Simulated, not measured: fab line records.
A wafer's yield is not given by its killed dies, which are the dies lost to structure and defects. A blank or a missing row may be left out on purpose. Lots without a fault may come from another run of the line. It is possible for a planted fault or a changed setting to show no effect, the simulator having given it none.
Problem report in the 8D (eight disciplines) form, filled by code / flow sky130 / the parts of the form that need people (team, actions taken, sign-off) are left out

1. THE ISSUE
runLengthS at SKY_POLY_GATE_SOFTBAKE_09 reads a mean of 135.06 s on 9 wafers of 3 lots; wafers without a fault read 119.05 s with a standard deviation of 0.21. Relative to the usual mean, that is a shift of +76 standard deviations.
The step: time 90 s.
The first sign was on wafer L330.2 at day 18 04:00, on lithoTrack-04. At this step, 39 wafers from 13 lots have a number in the record. Rule for "out", or "out of limits": more than 4 standard deviations from the usual mean. All remaining wafers that have a number are taken as sound.

2. WHAT IT IS; WHAT IT IS NOT
question=which readings at this step | is=runLengthS | is not=-
question=which lots | is=L330, L331, L333 | is not=L325, L327, L328, L329, L340, L341, L342, L344, L345, L347
question=which wafers of those lots | is=all that have a number | is not=-
question=read on which tools | is=lithoTrack-04 | is not=lithoTrack-01, lithoTrack-02
question=when | is=from day 18 04:00 | is not=up to then (12 sound wafers); but 18 sound wafers of L340, L341, L342, L344, L345, L347 came after

3. THE SUSPECTS, EACH WITH WHAT RULES IT OUT
Counting: a tool at any process step up to the reading remains a suspect when it ran all the lots that are out and ran no sound lot after the first of those.
- lithoTrack-04 at SKY_POLY_GATE_SOFTBAKE_09 (time 90 s): ruled out as a lasting fault. Sound lots L342, L341, L345, L347 ran on it after its first lot that is out, L330 (day 18 04:00).
Left after counting: nothing in the record.

4. THE CAUSE (what the simulator had put in)
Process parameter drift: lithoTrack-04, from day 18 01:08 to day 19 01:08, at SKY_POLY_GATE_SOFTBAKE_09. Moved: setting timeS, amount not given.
Counting ruled it out, wrongly.

5. THE EFFECT CHAIN, in route order
Each row: a reading where the mean over the struck wafers with a number is more than 3 standard deviations away from the usual. Only readings for which the record gives a usual standard deviation are gone through. hours: the time from each lot's start at the first step in this table that gives one to its start at this step, as a median over the lots. sigmas: the change in usual standard deviations.
hours=0; step=SKY_POLY_GATE_SOFTBAKE_09; reading=runLengthS; usual=119.05 s; on struck wafers=135.06; change=+16.01; sigmas=+76
Process steps it contains:
- SKY_POLY_GATE_SOFTBAKE_09: time 90 s.

6. WHAT WOULD HAVE CAUGHT IT SOONER
The fault began at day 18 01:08; the first out-of-limits reading in this record came at day 18 04:00, 3 hours later.
